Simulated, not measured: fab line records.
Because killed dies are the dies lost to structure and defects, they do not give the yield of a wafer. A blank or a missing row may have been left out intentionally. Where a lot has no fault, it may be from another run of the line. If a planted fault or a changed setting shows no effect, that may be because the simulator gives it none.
fab line records | flow sky130
record: lots: 12 wafers: 36 last_day: 49
route steps=708 shown FIELD_ISO@18 PWDE@53 VT_ADJUST_LVTN@115
lots untouched by any fault: they come from a run of this same line in which no faults occurred
start_h: start of the lot's first displayed wafer, in hours after the record's first day | wait_h: hours since the lot's step before | " same as the row above | L1.1+2: a row that stands for several wafers | - no value, or no start was given | * or withheld: withheld | < > ~ a bound
route shown NAME@n: a module of which the file shows steps, and the number in the route of the first | usual: mean/standard deviation taken from wafers without a fault | same: alike in all rows | chamber/n: place in a boat | sites: per-site readings | _std_site: their standard deviation | _edge_site: outer sites' mean less inner sites' | radius_mm: for every site, how far away it sits from the centre of the wafer | mask NAME#n: copy n | behind: the most recent tool/chamber to have shaped the wafer | hold: why the lot went on hold/how many hours it stayed there/how the hold came to an end | device: the n, p or np transistor that did not switch | end of line: at the end of the route, the tests of the same wafers | a step given without rows: its recipe and nothing more | killed: dies that structure and defects cost at the first sort, which is not the same as the wafer's yield | map: dies across one wafer; x = killed, . = not, _ = none there
set.NAME: the setting as run; set.NAME@STEP: as run at that earlier step | model.NAME: the simulator's own value behind a step, which no gauge read
one table for each step of the route and one row for each wafer, over a sample of lots
services: the hour from which a tool's chamber was out of use, counted from the record's first day as start_h (under 0 if before that day), plus the number of hours and why
== steps ==
step: SKY_FIELD_ISO_ETCH_17
recipe: target_depth_a: 3420 mask_material: Si3N4 chemistry: HBr/Cl2/O2 target: Si taper_deg: 5 icp_w: 600 bias_w: 150 pressure_mtorr: 15 HBr_flow_sccm: 150 Cl2_flow_sccm: 40 O2_flow_sccm: 6 time_s: 97.7
usual: drypump_motor_current_A: 5.72/0.24 oes_product_au: 1.005/0.007 throttle_valve_pct: 25.654/0.0091
columns lot.wafer tool chamber start_h wait_h drypump_motor_current_A oes_product_au rf_hours_counter_h throttle_valve_pct
L256.2 rie_si-02 2 34.53 0.1 6.03 0.997 16 25.648
L256.4 " 1 " " 5.38 0.998 30 25.663
L256.6 " 0 " " 5.72 1.002 - 25.649
L257.1 rie_si-02 1 39.53 0.1 5.40 0.998 31 25.667
L257.2 " 3 " " 5.69 1.006 3 25.654
L257.6 " 2 " " 6.10 0.990 - 25.662
L258.2 rie_si-02 0 44.43 0.1 5.65 1.007 69 25.658
L258.5 " 3 " " 5.70 1.001 - 25.650
L258.6 " 0 " " 5.67 1.009 - 25.650
L259.1 rie_si-01 1 48.78 0.1 6.07 0.999 21 25.642
L259.5 " 2 " " 5.73 0.984 - 25.658
L259.6 " 1 " " 6.08 1.001 - 25.662
L260.1 rie_si-02 0 56.88 0.1 5.70 1.009 69 25.668
L260.2 " 1 " " 5.39 1.011 31 25.652
L260.5 " 1 " " 5.41 1.016 - 25.646
L263.3 rie_si-01 1 72.48 0.0 6.07 1.019 22 25.641
L263.4 " 3 " " 5.41 1.000 88 25.666
L263.5 " 0 " " 5.83 1.020 - 25.641
L264.1 rie_si-01 0 77.73 0.1 5.87 1.024 148 25.656
L264.5 " 3 " " 5.42 0.997 - 25.651
L264.6 " 0 " " 5.86 1.011 - 25.654
L267.1 rie_si-02 2 92.52 0.1 6.02 1.003 17 25.661
L267.5 " 0 " " 5.68 1.012 - 25.671
L267.6 " 1 " " 5.43 1.001 - 25.666
L268.2 rie_si-01 2 97.08 0.1 5.70 1.004 101 25.669
L268.4 " 1 " " 6.10 1.005 - 25.647
L268.5 " 3 " " 5.42 1.002 - 25.652
L273.1 rie_si-01 1 125.63 0.1 6.10 1.004 22 25.651
L273.4 " 3 " " 5.40 0.997 88 25.646
L273.5 " 2 " " 5.74 0.989 - 25.653
L274.1 rie_si-01 1 128.52 0.1 6.08 1.003 22 25.639
L274.3 " 0 " " 5.80 1.013 0 25.661
L274.6 " 3 " " 5.40 1.010 - 25.657
L275.2 rie_si-02 1 132.78 0.1 5.43 0.998 31 25.663
L275.3 " 0 " " 5.67 1.002 70 25.653
L275.5 " 0 " " 5.68 1.006 - 25.657
step: SKY_FIELD_ISO_THK_MEAS_23
recipe: reads: SiO2_of_FIELD_ISO_OXIDATION_22
usual: FIELD_ISO_OXIDATION_01_THK: 10.01/0.21
columns lot.wafer tool chamber start_h wait_h FIELD_ISO_OXIDATION_01_THK[nm]
L256.2 film_metro-03 - 38.42 0.0 10.26
L256.4 " - " " 10.07
L256.6 " - " " 10.26
L257.1 film_metro-02 - 42.98 0.0 10.02
L257.2 " - " " 9.96
L257.6 " - " " 9.95
L258.2 film_metro-03 - 49.61 0.0 10.18
L258.5 " - " " 9.95
L258.6 " - " " 10.27
L259.1 film_metro-04 - 52.18 0.0 9.74
L259.5 " - " " 9.65
L259.6 " - " " 9.66
L260.1 film_metro-04 - 58.66 0.0 9.90
L260.2 " - " " 9.95
L260.5 " - " " 9.85
L263.3 film_metro-02 - 74.03 0.0 9.88
L263.4 " - " " 9.81
L263.5 " - " " 9.85
L264.1 film_metro-04 - 80.39 0.0 10.09
L264.5 " - " " 10.04
L264.6 " - " " 10.02
L267.1 film_metro-04 - 94.22 0.0 10.06
L267.5 " - " " 10.04
L267.6 " - " " 10.03
L268.2 film_metro-02 - 99.45 0.0 9.88
L268.4 " - " " 9.82
L268.5 " - " " 9.84
L273.1 film_metro-04 - 127.37 0.0 10.05
L273.4 " - " " 10.20
L273.5 " - " " 10.13
L274.1 film_metro-03 - 130.04 0.0 9.97
L274.3 " - " " 9.99
L274.6 " - " " 10.22
L275.2 film_metro-03 - 134.32 0.0 10.49
L275.3 " - " " 10.37
L275.5 " - " " 10.35
step: SKY_PWDE_IMPLANT_08
recipe: species: B energy_kev: 150 dose_cm2: 3.6e+12 tilt_deg: withheld
usual: dose_ions_cm2: 3.601e+12/3.7e+09 faraday_current_uA: 20.4/0.42
same: implant_ion_amu: 11
columns lot.wafer tool chamber start_h wait_h dose_ions_cm2 faraday_current_uA
L256.2 implanter-02 0 77.83 0.0 3.602e+12 20.8
L256.4 " 0 " " 3.594e+12 19.7
L256.6 " 0 " " 3.599e+12 19.9
L257.1 implanter-01 0 84.05 0.0 3.598e+12 20.2
L257.2 " 0 " " 3.601e+12 20.0
L257.6 " 0 " " 3.603e+12 20.2
L258.2 implanter-02 0 88.03 0.0 3.599e+12 20.7
L258.5 " 0 " " 3.597e+12 20.0
L258.6 " 0 " " 3.601e+12 19.9
L259.1 implanter-03 0 90.87 0.0 3.6e+12 21.0
L259.5 " 0 " " 3.599e+12 20.9
L259.6 " 0 " " 3.596e+12 20.4
L260.1 implanter-01 0 97.49 0.0 3.596e+12 21.0
L260.2 " 0 " " 3.599e+12 20.0
L260.5 " 0 " " 3.598e+12 21.1
L263.3 implanter-01 0 114.07 0.1 3.607e+12 19.7
L263.4 " 0 " " 3.601e+12 20.2
L263.5 " 0 " " 3.607e+12 19.3
L264.1 implanter-03 0 121.62 0.0 3.601e+12 20.9
L264.5 " 0 " " 3.596e+12 21.1
L264.6 " 0 " " 3.594e+12 20.1
L267.1 implanter-01 0 134.47 0.0 3.602e+12 20.1
L267.5 " 0 " " 3.602e+12 20.1
L267.6 " 0 " " 3.605e+12 20.4
L268.2 implanter-03 0 139.74 0.0 3.607e+12 20.9
L268.4 " 0 " " 3.601e+12 20.1
L268.5 " 0 " " 3.605e+12 20.4
L273.1 implanter-02 0 172.57 0.0 3.6e+12 20.4
L273.4 " 0 " " 3.599e+12 19.9
L273.5 " 0 " " 3.598e+12 20.2
L274.1 implanter-01 0 174.67 0.2 3.95e+12 21.9
L274.3 " 0 " " 3.941e+12 22.3
L274.6 " 0 " " 3.936e+12 22.3
L275.2 implanter-01 0 177.82 0.0 3.941e+12 22.0
L275.3 " 0 " " 3.943e+12 22.3
L275.5 " 0 " " 3.947e+12 22.6
step: SKY_PWDE_TW_MEAS_10
usual: PWDE_TW: 376.4/1.9
columns lot.wafer tool chamber start_h wait_h PWDE_TW
L256.2 film_metro-01 - 78.06 0.1 375.7
L256.4 " - " " 375.5
L256.6 " - " " 375.2
L257.1 film_metro-02 - 84.30 0.1 376.8
L257.2 " - " " 373.9
L257.6 " - " " 373.4
L258.2 film_metro-01 - 88.26 0.1 373.7
L258.5 " - " " 377.7
L258.6 " - " " 375.1
L259.1 film_metro-02 - 91.12 0.1 373.4
L259.5 " - " " 374.7
L259.6 " - " " 376.0
L260.1 film_metro-02 - 97.74 0.1 375.2
L260.2 " - " " 373.5
L260.5 " - " " 374.3
L263.3 film_metro-01 - 114.29 0.1 376.2
L263.4 " - " " 376.5
L263.5 " - " " 375.5
L264.1 film_metro-01 - 121.87 0.1 374.7
L264.5 " - " " 378.5
L264.6 " - " " 379.5
L267.1 film_metro-01 - 134.72 0.1 377.2
L267.5 " - " " 379.7
L267.6 " - " " 377.8
L268.2 film_metro-01 - 139.98 0.1 377.9
L268.4 " - " " 378.0
L268.5 " - " " 378.4
L273.1 film_metro-04 - 172.82 0.1 378.8
L273.4 " - " " 374.0
L273.5 " - " " 378.4
L274.1 film_metro-02 - 174.92 0.1 385.4
L274.3 " - " " 383.8
L274.6 " - " " 386.9
L275.2 film_metro-04 - 178.05 0.1 388.0
L275.3 " - " " 389.5
L275.5 " - " " 386.9
step: SKY_NWELL_RS_MEAS_31
recipe: thk_meas_gauge: four-point-probe
usual: PWDE_RS: 5275/22
columns lot.wafer tool chamber start_h wait_h PWDE_RS[ohm/sq]
L256.2 film_metro-02 - 112.06 0.1 5301
L256.4 " - " " 5286
L256.6 " - " " 5315
L257.1 film_metro-02 - 120.49 0.1 5286
L257.2 " - " " 5299
L257.6 " - " " 5279
L258.2 film_metro-02 - 124.29 0.1 5281
L258.5 " - " " 5284
L258.6 " - " " 5265
L259.1 film_metro-01 - 128.29 0.1 5287
L259.5 " - " " 5271
L259.6 " - " " 5268
L260.1 film_metro-04 - 134.44 0.1 5246
L260.2 " - " " 5241
L260.5 " - " " 5237
L263.3 film_metro-01 - 152.68 0.1 5319
L263.4 " - " " 5289
L263.5 " - " " 5310
L264.1 film_metro-04 - 161.19 0.1 5301
L264.5 " - " " 5290
L264.6 " - " " 5294
L267.1 film_metro-04 - 175.62 0.1 5263
L267.5 " - " " 5257
L267.6 " - " " 5265
L268.2 film_metro-02 - 181.54 0.1 5309
L268.4 " - " " 5309
L268.5 " - " " 5302
L273.1 film_metro-04 - 216.80 0.1 5269
L273.4 " - " " 5275
L273.5 " - " " 5277
L274.1 film_metro-01 - 219.14 0.1 4894
L274.3 " - " " 4914
L274.6 " - " " 4896
L275.2 film_metro-02 - 222.27 0.1 4900
L275.3 " - " " 4904
L275.5 " - " " 4896
step: SKY_VT_ADJUST_LVTN_OVL_MEAS_18
usual: VT_ADJUST_LVTN_01_OVL: 0.6/1.5
columns lot.wafer tool chamber start_h wait_h VT_ADJUST_LVTN_01_OVL[nm]
L256.2 overlay-02 - 170.32 0.1 1.8
L256.4 " - " " 1.7
L256.6 " - " " 2.1
L257.1 overlay-01 - 179.83 0.1 0.1
L257.2 " - " " -0.9
L257.6 " - " " -1.2
L258.2 overlay-02 - 182.82 0.1 -0.6
L258.5 " - " " 0.5
L258.6 " - " " 0.6
L259.1 overlay-01 - 187.17 0.1 1.4
L259.5 " - " " 0.8
L259.6 " - " " -1.0
L260.1 overlay-02 - 196.36 0.1 0.8
L260.2 " - " " 0.7
L260.5 " - " " -0.3
L263.3 overlay-01 - 216.20 0.1 1.8
L263.4 " - " " 0.9
L263.5 " - " " 1.9
L264.1 overlay-01 - 224.86 0.1 0.2
L264.5 " - " " 1.6
L264.6 " - " " 1.4
L267.1 overlay-01 - 242.98 0.1 -0.2
L267.5 " - " " -1.1
L267.6 " - " " -0.5
L268.2 overlay-01 - 249.44 0.1 1.9
L268.4 " - " " 1.8
L268.5 " - " " 1.9
L273.1 overlay-01 - 289.48 0.1 0.2
L273.4 " - " " -0.8
L273.5 " - " " -0.1
L274.1 overlay-02 - 291.86 0.1 1.0
L274.3 " - " " 1.4
L274.6 " - " " 0.1
L275.2 overlay-01 - 295.06 0.1 1.2
L275.3 " - " " 2.3
L275.5 " - " " 0.5
== services ==
columns tool chamber start_h hours kind
implanter-01 - 30.48 3.2 pm
implanter-01 - 40.02 7.1 repair
implanter-03 - 51.93 6.4 repair
implanter-02 - 52.59 9.7 repair
implanter-02 - 56.72 2.0 repair
rie_si-02 0 66.49 4.5 repair
rie_si-01 0 89.27 - clean
rie_si-01 0 89.27 18.7 scheduled_down
rie_si-01 0 89.27 18.7 vent_cycle
implanter-03 - 98.22 1.9 repair
implanter-01 - 99.53 6.0 repair
rie_si-02 1 106.56 5.5 repair
rie_si-02 3 110.47 31.0 repair
implanter-02 - 110.73 1.2 repair
implanter-03 - 129.05 2.7 repair
implanter-01 - 137.57 5.0 repair
rie_si-01 3 160.20 78.3 repair
implanter-03 - 168.81 16.5 pm
implanter-02 - 169.11 2.8 repair
rie_si-01 0 169.26 6.4 repair
== key ==
first_sign: step: SKY_PWDE_IMPLANT_08 reading: dose_ions_cm2 direction: up sigmas: 93 usual: * struck: *
effect: step: SKY_PWDE_IMPLANT_08 reading: faraday_current_uA direction: up sigmas: 4.4 usual: 20.4 struck: 22.2
effect: step: SKY_PWDE_TW_MEAS_10 reading: PWDE_TW direction: up sigmas: 5.5 usual: 376.4 struck: 386.7
effect: step: SKY_NWELL_RS_MEAS_31 reading: PWDE_RS direction: down sigmas: 17 usual: 5275 struck: 4900
met_at SKY_PWDE_IMPLANT_08
struck_lots L274,L275
tester_left_out L274,L275
not_acting_at SKY_FIELD_ISO_ETCH_17,SKY_FIELD_ISO_THK_MEAS_23,SKY_VT_ADJUST_LVTN_OVL_MEAS_18
onset_between 134.47 174.67
fault: kind: process_parameter_drift tool: implanter-01 chamber: - onset_h: 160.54 steps: SKY_PWDE_IMPLANT_08 channel: dose_cm2 offset: * shape: step end_h: 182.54 acts_in: * stated: *
tester_left_out: of these lots the tester's yield and bins aren't shown, on N5 and GAA mostly nor the transistor test; their killed dies are dies lost to structure and defects alone, not to doping, threshold or leakage, so they don't give the yield
